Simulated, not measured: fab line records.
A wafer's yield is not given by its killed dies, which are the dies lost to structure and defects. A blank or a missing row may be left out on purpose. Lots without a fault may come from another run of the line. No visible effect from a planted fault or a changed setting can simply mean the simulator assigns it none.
Comparing a struck lot with a sound one + flow sky130 + 15 out of 708 route steps
Sound: these wafers, L414.1, L414.2, L414.6. Wafers struck: L424.2, L424.3, L424.4. Last of all comes the cause.
Order at every step that has rows: each side's tool, ch and its chambers, its first start. Under that, the readings that differ: sound wafers + struck wafers + difference of the means + sigmas: that difference in standard deviations of wafers without a fault.
alike: a reading whose means differ by less than 2 such deviations, as well as words and numbers matching on both sides. not compared: withheld readings; readings where some wafer has no value; bounds like >300 that might hide an equal value; numbers whose values overlap and for which the record gives no deviation.
The two part at a step that has a row with sigmas, a row that says differs or no value, or rows on one side only. When numbers do not overlap yet have no deviation, they are printed without sigmas and do not part them. Lack of a reading on every wafer of one side parts them only where that side has two or more wafers.

SKY_NWELL_RS_MEAS_29: the measuring method here is four-point-probe.
  sound: film metro-02 at day 7 01:25; struck: film metro-01 at day 9 18:23
| reading           | sound             | struck            | difference | sigmas |
|-------------------|-------------------|-------------------|------------|--------|
| NWELL_RS (ohm/sq) | 623.8 624.3 624.1 | 627.4 627.7 628.7 | +3.9       | +2     |
SKY_NWELL_RS_MEAS_31: the measuring method here is four-point-probe.
  sound: film metro-02 at day 7 01:39; struck: film metro-01 at day 9 18:37
  alike: PWDE_RS
then, 7 steps without rows for these wafers: SKY_VT_ADJUST_HVTP_DEHYDRATE_00 (time 60 s); SKY_VT_ADJUST_HVTP_HMDS_01 (prime time 60 s); SKY_VT_ADJUST_HVTP_COAT_02 (resist thk 1140 nm); SKY_VT_ADJUST_HVTP_SOFTBAKE_03 (time 60 s); SKY_VT_ADJUST_HVTP_EXPOSE_04 (exposes mask HVTPM, target cd 380 nm); SKY_VT_ADJUST_HVTP_PEB_05; SKY_VT_ADJUST_HVTP_DEVELOP_06 (develop time 60 s).
SKY_VT_ADJUST_HVTP_CD_MEAS_07 targets a cd of 380 nm.
  sound: cd sem-01 at day 7 21:34; struck: cd sem-02 at day 10 16:52
  alike: cd nm
SKY_VT_ADJUST_HVTP_OVL_MEAS_08:
  sound: overlay-01 at day 7 21:41; struck: overlay-02 at day 10 16:58
  alike: VT_ADJUST_HVTP_OVL
SKY_VT_ADJUST_HVTP_IMPLANT_09:
  sound on implanter-01 ch 0, day 7 21:43; struck on implanter-02 ch 0, day 10 17:01
| reading            | sound                         | struck                        | difference | sigmas      |
|--------------------|-------------------------------|-------------------------------|------------|-------------|
| dose ions cm2      | 4.299e+12 4.302e+12 4.301e+12 | 1.552e+12 1.549e+12 1.554e+12 | -2.749e+12 | -99 or more |
| faraday current uA | 23.9 24.0 24.6                | 8.5 8.7 8.6                   | -15.6      | -30         |
  alike: beam energy keV
SKY_VT_ADJUST_HVTP_STRIP_10: strips in O2/N2.
  sound on plasma asher-01 ch 0,1, day 7 21:52; struck on plasma asher-01 ch 0,1, day 10 17:09
  alike: drypump motor current A, oes product au, strip time to endpoint s
  not compared: rf hours counter h
SKY_VT_ADJUST_HVTP_TW_MEAS_11:
  sound: film metro-03 at day 7 21:58; struck: film metro-03 at day 10 17:16
| reading           | sound          | struck      | difference | sigmas |
|-------------------|----------------|-------------|------------|--------|
| VT_ADJUST_HVTP_TW | 1372 1374 1377 | 986 988 986 | -388       | -39    |
then, 1 step without rows for these wafers: SKY_VT_ADJUST_LVTN_DEHYDRATE_00 (time 60 s).

== WHERE THEY PART ==
At SKY_NWELL_RS_MEAS_29 first; at SKY_VT_ADJUST_HVTP_TW_MEAS_11 last (within this record only).

WHY: the cause the simulator had injected
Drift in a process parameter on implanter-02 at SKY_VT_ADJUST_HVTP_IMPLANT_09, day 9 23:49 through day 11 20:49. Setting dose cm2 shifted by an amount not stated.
